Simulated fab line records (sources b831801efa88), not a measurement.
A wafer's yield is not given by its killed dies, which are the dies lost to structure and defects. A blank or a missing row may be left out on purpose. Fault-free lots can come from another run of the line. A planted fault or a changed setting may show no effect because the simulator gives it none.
fab line records + flow sfq_line
record
- lots=5
- wafers=15
- last_day=92
route steps=325 shown M5@201 A5B@209 R5@212 I5@228 C5@240 M8@325
lots that met no fault: from a run of the same line without faults
start_h: hours from the record's first day to the start of the lot's first wafer shown + wait_h: how many hours have passed since the lot's step before this one + " as in the row above + L1.1+2: a single row standing in for several wafers + - no value, or no start was given + * or withheld: withheld + < > ~ a bound
route shown NAME@n: NAME is a module with steps in the file, n the number in the route of the first one + usual: mean/standard deviation taken from wafers without a fault + same: alike in all rows + chamber/n: place in a boat + sites: readings site by site + _std_site: standard deviation across them + _edge_site: outer sites' mean less inner sites' + radius_mm: how far each site lies from the wafer's centre + mask NAME#n: copy n + behind: the tool/chamber that last shaped the wafer + hold: the reason the lot was held/the length of the hold in hours/how it ended + device: whichever transistor did not switch (one of n, p or np) + end of line: tests run on the same wafers once the route is complete + step lacking rows: just its recipe + killed: dies lost to structure and defects at the first sort, not the wafer's yield + map: a wafer's dies, x killed, . not, _ none there
set.NAME: the setting as run; set.NAME@STEP: as run at that earlier step + model.NAME: the simulator's own value behind a step, which no gauge read
certain route steps with their lots: each step a table, each wafer a row
services: the hour from which a tool's chamber was out of use, counted from the record's first day as start_h (under 0 if before that day), plus the number of hours and why
## steps
# step SFQ_TRILAYER_M5_LITHO_EXPOSE_124
# recipe
- mask_id=M5
- na=0.6
- source_shape=conventional
- sigma_outer=0.65
- target_cd_nm=700
- dose_mj=14.4
# step SFQ_TRILAYER_M5_LITHO_PEB_126
# recipe
- peb_temp_c=115
- peb_time_s=60
- resist=KrF
# step SFQ_TRILAYER_M5_LITHO_DEVELOP_125
# recipe
- time_s=60
- resist=KrF
# step SFQ_M5_OVL_MEAS_932
# usual
- M5_OVL=1/5.1
| lot.wafer | tool       | chamber | start_h | wait_h | M5_OVL[nm] |
|-----------|------------|---------|---------|--------|------------|
| L508.3    | overlay-01 | -       | 1442.91 | 0.1    | 4          |
| L508.5    | "          | -       | "       | "      | -2         |
| L508.6    | "          | -       | "       | "      | -5         |
| L513.1    | overlay-01 | -       | 1566.09 | 0.1    | 5          |
| L513.3    | "          | -       | "       | "      | 4          |
| L513.6    | "          | -       | "       | "      | -4         |
| L519.3    | overlay-02 | -       | 1694.20 | 0.1    | -16        |
| L519.4    | "          | -       | "       | "      | 0          |
| L519.5    | "          | -       | "       | "      | -1         |
| L521.3    | overlay-02 | -       | 1723.25 | 0.1    | -7         |
| L521.4    | "          | -       | "       | "      | 3          |
| L521.6    | "          | -       | "       | "      | -4         |
| L526.2    | overlay-02 | -       | 1787.05 | 0.1    | 0          |
| L526.3    | "          | -       | "       | "      | 3          |
| L526.4    | "          | -       | "       | "      | -2         |
# step SFQ_TRILAYER_M5_BARC_OPEN_METAL_ETCH_161
# recipe
- mask_material=PR
- chemistry=O2
- target_depth_nm=125
- target=BARC
- icp_w=600
- bias_w=80
- pressure_mtorr=10
- time_s=41.7
# step SFQ_TRILAYER_M5_ETCH_METAL_ETCH_126
# recipe
- target=Nb
- stop_on=SiO2
- mask_material=PR
- over_etch_frac=0.15
- time_s=203.2
- chemistry=Cl2/BCl3
- target_depth_nm=265
- icp_w=600
- bias_w=80
- pressure_mtorr=10
# usual
- drypump_motor_current_A=5.9/0.4
- oes_product_au=0.727/0.0055
| lot.wafer | tool         | chamber | start_h | wait_h | drypump_motor_current_A | oes_product_au | rf_hours_counter_h |
|-----------|--------------|---------|---------|--------|-------------------------|----------------|--------------------|
| L508.3    | rie_metal-03 | 0       | 1443.06 | 0.1    | 6.0                     | 0.736          | -                  |
| L508.5    | "            | 1       | "       | "      | 6.4                     | 0.738          | -                  |
| L508.6    | "            | 0       | "       | "      | 6.0                     | 0.733          | -                  |
| L513.1    | rie_metal-02 | 0       | 1566.18 | 0.0    | 5.0                     | 0.727          | 27                 |
| L513.3    | "            | 1       | "       | "      | 5.4                     | 0.726          | -                  |
| L513.6    | "            | 1       | "       | "      | 5.4                     | 0.728          | -                  |
| L519.3    | rie_metal-03 | 1       | 1694.35 | 0.1    | 6.3                     | 0.730          | -                  |
| L519.4    | "            | 0       | "       | "      | 6.0                     | 0.725          | -                  |
| L519.5    | "            | 0       | "       | "      | 6.0                     | 0.737          | -                  |
| L521.3    | rie_metal-02 | 0       | 1723.40 | 0.1    | 5.1                     | 0.722          | -                  |
| L521.4    | "            | 1       | "       | "      | 5.4                     | 0.735          | -                  |
| L521.6    | "            | 1       | "       | "      | 5.4                     | 0.726          | -                  |
| L526.2    | rie_metal-01 | 0       | 1787.14 | 0.0    | 6.1                     | 0.726          | 76                 |
| L526.3    | "            | 0       | "       | "      | 6.1                     | 0.729          | -                  |
| L526.4    | "            | 1       | "       | "      | 6.0                     | 0.722          | -                  |
# step SFQ_TRILAYER_M5_STRIP_STRIP_127
# recipe
- gas=O2
- power_w=200
- platen_temp_c=40
- overash_fraction=0.65
- chemistry=O2
- pressure_mtorr=50
# step SFQ_TRILAYER_M5_STRIP_SOLV_CLEAN_128
# recipe
- chemistry=NMP
- temp_c=70
- time_s=600
# step SFQ_TRILAYER_A5B_DEP_PECVD_129
# recipe
- material=SiO2
- temp_c=150
- time_s=133.33
- pressure_torr=2.4
- rf_w=183.3
- precursor=SiH4/N2O
- target_thk_nm=600
# usual
- heater_power_w=83/9.2
- susceptor_temp_C=150.00/0.14
- throttle_valve_pct=23.9/1.4
| lot.wafer | tool     | chamber | start_h | wait_h | heater_power_w | susceptor_temp_C | throttle_valve_pct |
|-----------|----------|---------|---------|--------|----------------|------------------|--------------------|
| L508.3    | pecvd-02 | 2       | 1443.97 | 0.0    | 81             | 149.96           | 23.6               |
| L508.5    | "        | 0       | "       | "      | 90             | 150.20           | 24.3               |
| L508.6    | "        | 1       | "       | "      | 90             | 150.18           | 21.9               |
| L513.1    | pecvd-03 | 2       | 1567.15 | 0.0    | 89             | 150.00           | 25.9               |
| L513.3    | "        | 0       | "       | "      | 81             | 149.93           | 23.8               |
| L513.6    | "        | 2       | "       | "      | 93             | 150.08           | 26.1               |
| L519.3    | pecvd-02 | 0       | 1695.26 | 0.0    | 95             | 150.00           | 24.9               |
| L519.4    | "        | 1       | "       | "      | 95             | 149.93           | 22.7               |
| L519.5    | "        | 2       | "       | "      | 77             | 149.78           | 24.1               |
| L521.3    | pecvd-01 | 2       | 1724.31 | 0.0    | 84             | 149.99           | 23.0               |
| L521.4    | "        | 0       | "       | "      | 68             | 150.09           | 24.3               |
| L521.6    | "        | 2       | "       | "      | 85             | 149.81           | 23.0               |
| L526.2    | pecvd-02 | 1       | 1788.11 | 0.0    | 86             | 150.30           | 22.8               |
| L526.3    | "        | 0       | "       | "      | 86             | 149.95           | 24.7               |
| L526.4    | "        | 2       | "       | "      | 80             | 149.94           | 24.2               |
# step SFQ_TRILAYER_A5B_CMP_CMP_130
# recipe
- stop_on=Nb
- down_force_psi=3
- platen_rpm=60
- target_thk_nm=340.7
# step SFQ_TRILAYER_A5B_METRO_MEASURE_131
# usual
- thk_nm=340/6.1
| lot.wafer | tool          | chamber | start_h | wait_h | thk_nm |
|-----------|---------------|---------|---------|--------|--------|
| L508.3    | film_metro-02 | -       | 1449.64 | 1.4    | 341    |
| L508.5    | "             | -       | "       | "      | 339    |
| L508.6    | "             | -       | "       | "      | 336    |
| L513.1    | film_metro-04 | -       | 1573.38 | 2.0    | 343    |
| L513.3    | "             | -       | "       | "      | 342    |
| L513.6    | "             | -       | "       | "      | 350    |
| L519.3    | film_metro-02 | -       | 1703.55 | 1.4    | 337    |
| L519.4    | "             | -       | "       | "      | 347    |
| L519.5    | "             | -       | "       | "      | 349    |
| L521.3    | film_metro-02 | -       | 1727.80 | 2.9    | 343    |
| L521.4    | "             | -       | "       | "      | 337    |
| L521.6    | "             | -       | "       | "      | 335    |
| L526.2    | film_metro-01 | -       | 1791.40 | 2.7    | 334    |
| L526.3    | "             | -       | "       | "      | 340    |
| L526.4    | "             | -       | "       | "      | 336    |
# step SFQ_TRILAYER_R5_DEP_SPUTTER_132
# recipe
- material=Ti
- base_pressure_pa=1.33e-06
- target_thk_nm=5
- power_w=2000
- time_s=5
- chamber_pressure_pa=0.4
# step SFQ_TRILAYER_R5_DEP_SPUTTER_133
# recipe
- material=MoNx
- base_pressure_pa=1.33e-06
- target_thk_nm=40
- power_w=971.4
- time_s=66.7
- chamber_pressure_pa=0.4
# usual
- chamber_pressure_pa=0.4000/0.00079
- throttle_valve_pct=30.2/1.3
| lot.wafer | tool           | chamber | start_h | wait_h | chamber_pressure_pa | throttle_valve_pct | model.MoNx_of_TRILAYER_R5_DEP_SPUTTER_133.thk_nm |
|-----------|----------------|---------|---------|--------|---------------------|--------------------|--------------------------------------------------|
| L508.3    | pvd_sputter-05 | -       | 1450.46 | 0.0    | 0.3990              | 30.0               | 38.69                                            |
| L508.5    | "              | -       | "       | "      | 0.4006              | 30.5               | 37.97                                            |
| L508.6    | "              | -       | "       | "      | 0.4010              | 29.6               | 38.89                                            |
| L513.1    | pvd_sputter-05 | -       | 1574.60 | 0.0    | 0.3989              | 30.0               | 38.89                                            |
| L513.3    | "              | -       | "       | "      | 0.3985              | 31.1               | 25.91                                            |
| L513.6    | "              | -       | "       | "      | 0.4004              | 30.0               | 39.74                                            |
| L519.3    | pvd_sputter-04 | -       | 1704.37 | 0.0    | 0.4004              | 28.3               | 38.77                                            |
| L519.4    | "              | -       | "       | "      | 0.3995              | 29.2               | 38.22                                            |
| L519.5    | "              | -       | "       | "      | 0.4008              | 32.5               | 38.07                                            |
| L521.3    | pvd_sputter-06 | -       | 1728.62 | 0.0    | 0.3996              | 30.5               | 40.11                                            |
| L521.4    | "              | -       | "       | "      | 0.3999              | 29.8               | 39.58                                            |
| L521.6    | "              | -       | "       | "      | 0.4008              | 29.7               | 39.72                                            |
| L526.2    | pvd_sputter-04 | -       | 1792.42 | 0.0    | 0.4012              | 32.4               | 38.02                                            |
| L526.3    | "              | -       | "       | "      | 0.3990              | 28.5               | 38.77                                            |
| L526.4    | "              | -       | "       | "      | 0.4020              | 32.5               | 37.67                                            |
# step SFQ_TRILAYER_R5_DEP_SPUTTER_134
# recipe
- material=Ti
- base_pressure_pa=1.33e-06
- target_thk_nm=5
- power_w=2000
- time_s=5
- chamber_pressure_pa=0.4
# usual
- chamber_pressure_pa=0.4000/0.00088
- throttle_valve_pct=30.2/1.2
| lot.wafer | tool           | chamber | start_h | wait_h | chamber_pressure_pa | throttle_valve_pct |
|-----------|----------------|---------|---------|--------|---------------------|--------------------|
| L508.3    | pvd_sputter-05 | -       | 1450.52 | 0.0    | 0.3983              | 29.9               |
| L508.5    | "              | -       | "       | "      | 0.4003              | 30.5               |
| L508.6    | "              | -       | "       | "      | 0.3997              | 29.7               |
| L513.1    | pvd_sputter-05 | -       | 1574.66 | 0.0    | 0.4008              | 30.3               |
| L513.3    | "              | -       | "       | "      | 0.3990              | 31.0               |
| L513.6    | "              | -       | "       | "      | 0.3989              | 29.8               |
| L519.3    | pvd_sputter-04 | -       | 1704.42 | 0.0    | 0.4008              | 28.9               |
| L519.4    | "              | -       | "       | "      | 0.3999              | 29.3               |
| L519.5    | "              | -       | "       | "      | 0.3999              | 32.6               |
| L521.3    | pvd_sputter-06 | -       | 1728.67 | 0.0    | 0.4018              | 30.8               |
| L521.4    | "              | -       | "       | "      | 0.4014              | 29.5               |
| L521.6    | "              | -       | "       | "      | 0.4004              | 29.4               |
| L526.2    | pvd_sputter-04 | -       | 1792.47 | 0.0    | 0.3985              | 32.5               |
| L526.3    | "              | -       | "       | "      | 0.4001              | 28.4               |
| L526.4    | "              | -       | "       | "      | 0.4004              | 32.5               |
# step SFQ_R5_RS_MEAS_933
# recipe
- thk_meas_gauge=four-point-probe
- reads=Ti_of_TRILAYER_R5_DEP_SPUTTER_134+MoNx_of_TRILAYER_R5_DEP_SPUTTER_133+Ti_of_TRILAYER_R5_DEP_SPUTTER_132
# usual
- R5_MONX_RS=7.24/0.097
| lot.wafer | tool          | chamber | start_h | wait_h | R5_MONX_RS[ohm/sq] |
|-----------|---------------|---------|---------|--------|--------------------|
| L508.3    | film_metro-03 | -       | 1450.58 | 0.0    | 7.30               |
| L508.5    | "             | -       | "       | "      | 7.40               |
| L508.6    | "             | -       | "       | "      | 7.27               |
| L513.1    | film_metro-02 | -       | 1574.67 | 0.0    | 7.26               |
| L513.3    | "             | -       | "       | "      | 10.56              |
| L513.6    | "             | -       | "       | "      | 7.11               |
| L519.3    | film_metro-03 | -       | 1704.48 | 0.0    | 7.24               |
| L519.4    | "             | -       | "       | "      | 7.33               |
| L519.5    | "             | -       | "       | "      | 7.37               |
| L521.3    | film_metro-03 | -       | 1728.73 | 0.0    | 7.02               |
| L521.4    | "             | -       | "       | "      | 7.09               |
| L521.6    | "             | -       | "       | "      | 7.07               |
| L526.2    | film_metro-04 | -       | 1792.51 | 0.0    | 7.42               |
| L526.3    | "             | -       | "       | "      | 7.26               |
| L526.4    | "             | -       | "       | "      | 7.45               |
# step SFQ_R5_THK_MEAS_934
# recipe
- thk_meas_gauge=xrf
- reads=MoNx_of_TRILAYER_R5_DEP_SPUTTER_133
# usual
- R5_MONX_THK=38.6/0.64
| lot.wafer | tool          | chamber | start_h | wait_h | R5_MONX_THK[nm] |
|-----------|---------------|---------|---------|--------|-----------------|
| L508.3    | film_metro-03 | -       | 1450.68 | 0.1    | 38.0            |
| L508.5    | "             | -       | "       | "      | 37.3            |
| L508.6    | "             | -       | "       | "      | 38.2            |
| L513.1    | film_metro-02 | -       | 1574.79 | 0.1    | 38.6            |
| L513.3    | "             | -       | "       | "      | 25.6            |
| L513.6    | "             | -       | "       | "      | 39.5            |
| L519.3    | film_metro-03 | -       | 1704.58 | 0.1    | 37.9            |
| L519.4    | "             | -       | "       | "      | 37.7            |
| L519.5    | "             | -       | "       | "      | 37.4            |
| L521.3    | film_metro-03 | -       | 1728.83 | 0.1    | 39.3            |
| L521.4    | "             | -       | "       | "      | 38.8            |
| L521.6    | "             | -       | "       | "      | 39.1            |
| L526.2    | film_metro-04 | -       | 1792.62 | 0.1    | 38.1            |
| L526.3    | "             | -       | "       | "      | 38.9            |
| L526.4    | "             | -       | "       | "      | 37.5            |
# step SFQ_TRILAYER_R5_LITHO_COAT_141
# recipe
- resist=BARC
- spin_rpm=3000
- resist_thk_nm=62
# step SFQ_TRILAYER_R5_LITHO_COAT_136
# recipe
- resist=KrF
- spin_rpm=3000
- resist_thk_nm=600
# step SFQ_TRILAYER_R5_LITHO_SOFTBAKE_140
# recipe
- temp_c=withheld
- time_s=withheld
- resist=KrF
# step SFQ_TRILAYER_R5_LITHO_EXPOSE_137
# recipe
- mask_id=R5
- na=0.6
- source_shape=conventional
- sigma_outer=0.65
- target_cd_nm=500
- dose_mj=14.4
# step SFQ_TRILAYER_R5_LITHO_PEB_139
# recipe
- peb_temp_c=115
- peb_time_s=60
- resist=KrF
# step SFQ_TRILAYER_R5_LITHO_DEVELOP_138
# recipe
- time_s=60
- resist=KrF
# step SFQ_R5_OVL_MEAS_935
# usual
- R5_OVL=-1/4.9
| lot.wafer | tool       | chamber | start_h | wait_h | R5_OVL[nm] |
|-----------|------------|---------|---------|--------|------------|
| L508.3    | overlay-01 | -       | 1519.73 | 0.1    | 3          |
| L508.5    | "          | -       | "       | "      | 7          |
| L508.6    | "          | -       | "       | "      | 7          |
| L513.1    | overlay-02 | -       | 1633.90 | 0.1    | -7         |
| L513.3    | "          | -       | "       | "      | -6         |
| L513.6    | "          | -       | "       | "      | 1          |
| L519.3    | overlay-02 | -       | 1808.75 | 0.1    | 4          |
| L519.4    | "          | -       | "       | "      | 2          |
| L519.5    | "          | -       | "       | "      | 5          |
| L521.3    | overlay-02 | -       | 1831.55 | 0.1    | 2          |
| L521.4    | "          | -       | "       | "      | -9         |
| L521.6    | "          | -       | "       | "      | -5         |
| L526.2    | overlay-01 | -       | 1890.80 | 0.1    | 5          |
| L526.3    | "          | -       | "       | "      | -3         |
| L526.4    | "          | -       | "       | "      | 1          |
# step SFQ_TRILAYER_R5_BARC_OPEN_METAL_ETCH_177
# recipe
- mask_material=PR
- chemistry=O2
- target_depth_nm=125
- target=BARC
- icp_w=610.9
- bias_w=80
- pressure_mtorr=10
- time_s=41.7
# step SFQ_TRILAYER_R5_ETCH_METAL_ETCH_139
# recipe
- stop_on=SiO2
- mask_material=PR
- chemistry=Cl2
- target_depth_nm=60
- icp_w=600
- bias_w=80
- pressure_mtorr=10
- time_s=40
# step SFQ_TRILAYER_R5_STRIP_STRIP_140
# recipe
- gas=O2
- power_w=200
- platen_temp_c=40
- overash_fraction=0.65
- chemistry=O2
- pressure_mtorr=50
# step SFQ_TRILAYER_R5_STRIP_SOLV_CLEAN_141
# recipe
- chemistry=NMP
- temp_c=70
- time_s=600
# step SFQ_TRILAYER_A5C_DEP_PECVD_142
# recipe
- material=SiO2
- temp_c=150
- time_s=15.556
- pressure_torr=2.4
- rf_w=183.3
- precursor=SiH4/N2O
- target_thk_nm=70
# step SFQ_TRILAYER_I5_LITHO_COAT_149
# recipe
- resist=BARC
- spin_rpm=3000
- resist_thk_nm=62
# step SFQ_TRILAYER_I5_LITHO_COAT_144
# recipe
- resist=KrF
- spin_rpm=3000
- resist_thk_nm=650
# step SFQ_TRILAYER_I5_LITHO_SOFTBAKE_148
# recipe
- temp_c=withheld
- time_s=withheld
- resist=KrF
# step SFQ_TRILAYER_I5_LITHO_EXPOSE_145
# recipe
- mask_id=I5
- na=0.6
- source_shape=conventional
- sigma_outer=0.65
- target_cd_nm=700
- dose_mj=21.3
# step SFQ_TRILAYER_I5_LITHO_PEB_147
# recipe
- peb_temp_c=115
- peb_time_s=59.16
- resist=KrF
# step SFQ_TRILAYER_I5_LITHO_DEVELOP_146
# recipe
- time_s=60
- resist=KrF
# step SFQ_I5_OVL_MEAS_936
# usual
- I5_OVL=-1/5.2
| lot.wafer | tool       | chamber | start_h | wait_h | I5_OVL[nm] |
|-----------|------------|---------|---------|--------|------------|
| L508.3    | overlay-02 | -       | 1624.76 | 0.1    | 10         |
| L508.5    | "          | -       | "       | "      | -1         |
| L508.6    | "          | -       | "       | "      | 8          |
| L513.1    | overlay-02 | -       | 1699.99 | 0.1    | -8         |
| L513.3    | "          | -       | "       | "      | -4         |
| L513.6    | "          | -       | "       | "      | -9         |
| L519.3    | overlay-02 | -       | 1867.89 | 0.1    | -1         |
| L519.4    | "          | -       | "       | "      | 4          |
| L519.5    | "          | -       | "       | "      | 5          |
| L521.3    | overlay-02 | -       | 1907.12 | 0.1    | -5         |
| L521.4    | "          | -       | "       | "      | -4         |
| L521.6    | "          | -       | "       | "      | -4         |
| L526.2    | overlay-01 | -       | 1968.88 | 0.1    | 10         |
| L526.3    | "          | -       | "       | "      | 2          |
| L526.4    | "          | -       | "       | "      | 10         |
# step SFQ_TRILAYER_I5_BARC_OPEN_VIA_ETCH_200
# recipe
- mask_material=PR
- chemistry=O2
- target_depth_nm=125
- target=BARC
- source_w=500
- bias_w=80
- pressure_mtorr=30
- time_s=41.7
# step SFQ_TRILAYER_I5_ETCH_VIA_ETCH_147
# recipe
- stop_on=Nb
- mask_material=PR
- chemistry=CHF3
- target_depth_nm=360
- source_w=500
- bias_w=80
- pressure_mtorr=30
- time_s=withheld
# step SFQ_TRILAYER_I5_STRIP_STRIP_148
# recipe
- gas=O2
- power_w=200
- platen_temp_c=40
- overash_fraction=0.65
- chemistry=O2
- pressure_mtorr=50
# usual
- drypump_motor_current_A=6.03/0.19
- oes_product_au=1.004/0.0069
| lot.wafer | tool         | chamber | start_h | wait_h | drypump_motor_current_A | oes_product_au | rf_hours_counter_h |
|-----------|--------------|---------|---------|--------|-------------------------|----------------|--------------------|
| L508.3    | rie_metal-03 | 0       | 1625.18 | -      | 5.97                    | 0.998          | -                  |
| L508.5    | "            | 0       | "       | "      | 5.97                    | 1.001          | -                  |
| L508.6    | "            | 1       | "       | "      | 6.44                    | 0.997          | -                  |
| L513.1    | rie_metal-04 | 0       | 1700.22 | -      | 5.77                    | 1.004          | 94                 |
| L513.3    | "            | 0       | "       | "      | 5.79                    | 1.005          | -                  |
| L513.6    | "            | 0       | "       | "      | 5.77                    | 1.012          | -                  |
| L519.3    | rie_metal-04 | 1       | 1868.30 | -      | 6.00                    | 1.002          | -                  |
| L519.4    | "            | 0       | "       | "      | 5.80                    | 1.011          | -                  |
| L519.5    | "            | 1       | "       | "      | 6.01                    | 1.006          | -                  |
| L521.3    | rie_metal-01 | 1       | 1907.53 | -      | 5.99                    | 1.004          | -                  |
| L521.4    | "            | 0       | "       | "      | 6.10                    | 0.995          | -                  |
| L521.6    | "            | 1       | "       | "      | 5.95                    | 0.991          | -                  |
| L526.2    | rie_metal-03 | 1       | 1969.10 | -      | 6.37                    | 1.009          | 109                |
| L526.3    | "            | 0       | "       | "      | 5.94                    | 1.021          | -                  |
| L526.4    | "            | 1       | "       | "      | 6.38                    | 0.995          | -                  |
# step SFQ_TRILAYER_I5_STRIP_SOLV_CLEAN_149
# recipe
- chemistry=NMP
- temp_c=70
- time_s=600
# step SFQ_TRILAYER_C5_LITHO_COAT_156
# recipe
- resist=BARC
- spin_rpm=3000
- resist_thk_nm=62
# step SFQ_TRILAYER_C5_LITHO_COAT_151
# recipe
- resist=KrF
- spin_rpm=3000
- resist_thk_nm=650
# step SFQ_TRILAYER_C5_LITHO_SOFTBAKE_155
# recipe
- temp_c=withheld
- time_s=withheld
- resist=KrF
# step SFQ_M8_BOW_MEAS_951
# recipe
- mode=bow
# usual
- M8_BOW=9/11
| lot.wafer | tool          | chamber | start_h | wait_h | M8_BOW[um] | model.etest.r5.ohm_um | model.etest.r5.ohm_sq | model.etest.c5.link_ohm |
|-----------|---------------|---------|---------|--------|------------|-----------------------|-----------------------|-------------------------|
| L508.3    | film_metro-03 | -       | 1861.23 | 0.0    | 18         | 14.49                 | 7.275                 | 8.223                   |
| L508.5    | "             | -       | "       | "      | 14         | 14.77                 | 7.414                 | 8.376                   |
| L508.6    | "             | -       | "       | "      | 12         | 14.51                 | 7.237                 | 8.181                   |
| L513.1    | film_metro-04 | -       | 1973.15 | 0.0    | -11        | 14.51                 | 7.238                 | 8.195                   |
| L513.3    | "             | -       | "       | "      | 8          | 21.74                 | 10.87                 | 11.83                   |
| L513.6    | "             | -       | "       | "      | 2          | 14.21                 | 7.083                 | 8.043                   |
| L519.3    | film_metro-01 | -       | 1980.39 | 0.0    | 32         | 14.51                 | 7.26                  | 8.228                   |
| L519.4    | "             | -       | "       | "      | 27         | 14.64                 | 7.365                 | 8.331                   |
| L519.5    | "             | -       | "       | "      | 19         | 14.69                 | 7.394                 | 8.361                   |
| L521.3    | film_metro-03 | -       | 2102.53 | 0.0    | -7         | 14.07                 | 7.018                 | 7.985                   |
| L521.4    | "             | -       | "       | "      | -2         | 14.17                 | 7.112                 | 8.089                   |
| L521.6    | "             | -       | "       | "      | -4         | 14.22                 | 7.088                 | 8.051                   |
| L526.2    | film_metro-03 | -       | 2219.36 | 0.0    | 4          | 14.87                 | 7.403                 | 8.356                   |
| L526.3    | "             | -       | "       | "      | 9          | 14.6                  | 7.261                 | 8.212                   |
| L526.4    | "             | -       | "       | "      | 0          | 15.01                 | 7.472                 | 8.425                   |
## services
| tool           | chamber | start_h | hours | kind   |
|----------------|---------|---------|-------|--------|
| film_metro-02  | -       | 1504.03 | 0.6   | pm     |
| film_metro-02  | -       | 1554.06 | 0.5   | pm     |
| pvd_sputter-04 | -       | 1558.60 | 4.7   | repair |
| pvd_sputter-04 | -       | 1572.90 | 2.6   | repair |
| pvd_sputter-05 | -       | 1586.28 | 8.5   | repair |
| film_metro-02  | -       | 1614.39 | 5.8   | pm     |
| pvd_sputter-05 | -       | 1672.54 | 14.5  | repair |
| pvd_sputter-05 | -       | 1731.08 | 5.9   | repair |
| film_metro-02  | -       | 1749.03 | 0.3   | pm     |
| film_metro-02  | -       | 1799.21 | 1.9   | pm     |
| film_metro-02  | -       | 1818.37 | 2.2   | pm     |
| rie_metal-03   | -       | 1825.23 | 2.8   | pm     |
| film_metro-02  | -       | 1838.37 | 2.6   | repair |
| pecvd-02       | -       | 1842.44 | 2.8   | pm     |
| film_metro-02  | -       | 1859.39 | 0.5   | pm     |
| pvd_sputter-05 | -       | 1861.42 | 2.7   | repair |
| pecvd-02       | -       | 1877.24 | 0.7   | repair |
| film_metro-02  | -       | 1885.05 | 4.7   | pm     |
| pvd_sputter-05 | -       | 1895.99 | 1.5   | repair |
| pvd_sputter-05 | -       | 1897.06 | 1.9   | repair |
| pvd_sputter-04 | -       | 1898.21 | 1.0   | repair |
| film_metro-02  | -       | 1947.04 | 5.9   | pm     |
| pvd_sputter-05 | -       | 1960.14 | 0.6   | repair |
| pvd_sputter-04 | -       | 1964.70 | 2.0   | repair |
## key
first_sign
- step=SFQ_R5_RS_MEAS_933
- reading=R5_MONX_RS
- direction=up
- sigmas=34
- usual=7.24
- struck=10.56
effect
- step=SFQ_R5_THK_MEAS_934
- reading=R5_MONX_THK
- direction=down
- sigmas=20
- usual=38.6
- struck=25.6
model_effect
- step=SFQ_TRILAYER_R5_DEP_SPUTTER_133
- value=MoNx_of_TRILAYER_R5_DEP_SPUTTER_133.thk_nm
- without=38.76
- struck=25.91
model_effect
- step=SFQ_M8_BOW_MEAS_951
- value=etest.r5.ohm_um
- without=14.53
- struck=21.74
met_at SFQ_TRILAYER_R5_DEP_SPUTTER_133
struck_wafers L513.3
fault
- kind=process_parameter_drift
- tool=pvd_sputter-05
- chamber=-
- onset_h=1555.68
- steps=SFQ_TRILAYER_R5_DEP_SPUTTER_133
- channel=target_thk_nm
- offset=-13.23
- shape=step
- end_h=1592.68
- acts_in=these_recipes_only
- stated=40
- scope=struck_wafers_only
